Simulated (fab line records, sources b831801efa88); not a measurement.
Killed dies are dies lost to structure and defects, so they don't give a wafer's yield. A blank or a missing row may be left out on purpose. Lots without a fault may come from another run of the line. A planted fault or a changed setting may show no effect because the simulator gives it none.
Which tool did it? | flow gf180mcu | 11 lots, 33 wafers sampled, at 1 step of a route of 602

WHAT THE GAUGES READ, wafer by wafer
GF_STI_THK_MEAS_22.
lot  | measured    | on            | STI_OXIDATION_01_THK (nm)
L868 | day 2 08:52 | film_metro-02 | 15.6 15.4 15.7
L869 | day 2 11:43 | film_metro-03 | 15.5 15.4 15.5
L870 | day 2 17:26 | film_metro-02 | 15.5 15.6 15.4
L872 | day 3 01:13 | film_metro-01 | 15.4 15.4 15.0
L871 | day 3 01:14 | film_metro-03 | 15.3 15.2 15.0
L881 | day 4 22:37 | film_metro-02 | 15.5 15.3 15.3
L882 | day 5 03:44 | film_metro-02 | 15.3 15.2 15.4
L886 | day 6 00:16 | film_metro-02 | 14.5 14.5 14.7
L887 | day 6 07:05 | film_metro-01 | 14.8 15.1 14.9
L889 | day 6 15:05 | film_metro-03 | 15.2 15.1 15.0
L890 | day 6 20:47 | film_metro-02 | 14.7 14.9 14.8

WHICH TOOL RAN EACH LOT (tool, then ch and the chambers of the sampled wafers, then the start)
The record holds no process step before these readings.

THE ANSWER, worked out from the rows above alone
Rule: what is usual is taken from the lots themselves. Put in order of their means at a reading, lots are off if they are a third of the lots or fewer, leave a main group of 4 or more, and stand apart from it by a gap of 3 or more times the standard deviation of the main group's means; of several such gaps the widest counts. A main group whose means are all the same, to the digits that the tables above print for the reading, isn't used. A lot without any number at a reading at which 4 lots or more have one is off too. The other lots that the step has rows for count as sound.
No lot is off at any reading shown: from this, nothing can be told.

WHAT THE SIMULATOR HAD PUT IN
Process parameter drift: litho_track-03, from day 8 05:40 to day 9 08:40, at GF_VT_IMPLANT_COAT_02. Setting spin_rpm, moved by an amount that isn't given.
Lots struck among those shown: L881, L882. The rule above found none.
